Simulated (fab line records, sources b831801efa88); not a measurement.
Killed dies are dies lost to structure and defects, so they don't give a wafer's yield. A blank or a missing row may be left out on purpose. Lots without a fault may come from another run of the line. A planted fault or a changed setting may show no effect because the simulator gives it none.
A struck lot beside a sound one | flow sky130 | 17 steps out of a route of 708
Sound: wafers L814.3, L814.4, L814.5. Struck: wafers L809.1, L809.4, L809.5. The cause comes at the end.
At each step with rows: each side's tool, then ch and its chambers, then its first start. Under that, the readings that differ: sound wafers | struck wafers | difference of the means | sigmas: that difference in standard deviations of wafers without a fault.
alike: readings whose means differ by less than 2 such deviations, and words and numbers that are the same on both sides. not compared: withheld readings, readings that some wafer has no value for, bounds like >300 that may hide the same value, and numbers for which the record gives no deviation and whose values overlap.
The two part at a step that has a row with sigmas, a row that says differs or no value, or rows on one side only. Numbers that don't overlap but have no deviation are shown without sigmas and don't part them. A reading that every wafer of one side lacks parts them only if that side has two wafers or more.

first, 3 steps without rows for these wafers: SKY_VIA1_EXPOSE_09 (exposes mask VIM, target cd 150 nm); SKY_VIA1_PEB_10; SKY_VIA1_DEVELOP_11 (develop time 60 s).
SKY_VIA1_CD_MEAS_12: target cd 150 nm.
  sound on cd_sem-02, day 40 08:40; struck on cd_sem-02, day 38 19:25
  alike: cd_nm
SKY_VIA1_OVL_MEAS_13:
  sound on overlay-01, day 40 08:45; struck on overlay-02, day 38 19:32
  alike: VIA1_OVL
SKY_VIA1_ETCH_14: etches BARC in N2/H2, stops on SiO2, time 45.9 s, target depth 60 nm.
  sound on rie_diel-04 ch 1,2, day 40 08:47; struck on rie_diel-01 ch 1,2, day 38 19:35
  alike: drypump_motor_current_A, oes_product_au, throttle_valve_pct
  not compared: rf_hours_counter_h
SKY_VIA1_ETCH_15: etches SiO2 in C4F8/O2/Ar, stops on TiN, target depth 351 nm, time 54 s.
  sound on rie_diel-04 ch 1,2, day 40 08:49; struck on rie_diel-01 ch 1,2, day 38 19:37
  alike: oes_product_au
  not compared: rf_hours_counter_h
SKY_VIA1_STRIP_16: strips in O2/N2.
  sound on plasma_asher-03 ch 0,1, day 40 08:54; struck on plasma_asher-02 ch 0,1, day 38 19:40
  alike: drypump_motor_current_A, oes_product_au, strip_time_to_endpoint_s
  not compared: rf_hours_counter_h
then, 3 steps without rows for these wafers: SKY_VIA1_STRIP_17 (strips in post etch residue remover, time 1200 s); SKY_VIA1_CLEAN_18 (cleans in IPA, time 180 s); SKY_VIA1_CLEAN_19 (cleans in O3/DIW).
SKY_VIA1_SPUTTER_20: material TiN, target thk 20 nm, time 80 s.
  sound on pvd_sputter-01, day 40 09:28; struck on pvd_sputter-03, day 38 20:16
  alike: throttle_valve_pct
SKY_VIA1_CVD_21: deposits W, target thk 270 nm, time 80.902 s.
  sound on cvd_w-02 ch 0,1, day 40 09:33; struck on cvd_w-01 ch 0, day 38 20:20
  reading                            | sound             | struck            | difference | sigmas
  chamber_pressure_Torr (Torr)       | 39.94 40.03 39.98 | 46.23 46.27 46.19 | +6.25      | +72
  model.W_of_VIA1_CVD_21.thk_nm (nm) | 271.3 275.5 273.3 | 290.2 291.7 292.5 | +18.1      |
  alike: heater_power_w, susceptor_temp_C
SKY_VIA1_RS_MEAS_22: measures by four-point-probe.
  sound on film_metro-01, day 40 09:39; struck on film_metro-01, day 38 20:25
  reading            | sound             | struck            | difference | sigmas
  VIA1_W_RS (ohm/sq) | 0.425 0.418 0.421 | 0.397 0.394 0.393 | -0.027     | -6
SKY_VIA1_THK_MEAS_23: measures by xrf.
  sound on film_metro-01, day 40 09:45; struck on film_metro-01, day 38 20:32
  reading         | sound       | struck      | difference | sigmas
  VIA1_W_THK (nm) | 267 271 268 | 285 285 287 | +17        | +4
SKY_VIA1_CMP_24: polishes, stops on SiO2, t overpolish 15 s, target thk 0 nm.
  sound on cmp-01 ch 1,3, day 40 09:47; struck on cmp-02 ch 0,1,2, day 38 20:42
  alike: motor_current_A, slurry_filter_dp_kPa
then, 1 step without rows for these wafers: SKY_PAD_OPEN_PROBE_99.

WHERE THEY PART
First at SKY_VIA1_CVD_21; last, within this record, at SKY_VIA1_THK_MEAS_23. Later steps at which nothing parts them and some readings are alike: SKY_VIA1_CMP_24.

WHY: what the simulator had put in
Process parameter drift: cvd_w-01, from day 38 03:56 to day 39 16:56, at SKY_VIA1_CVD_21. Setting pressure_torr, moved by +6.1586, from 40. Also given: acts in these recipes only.
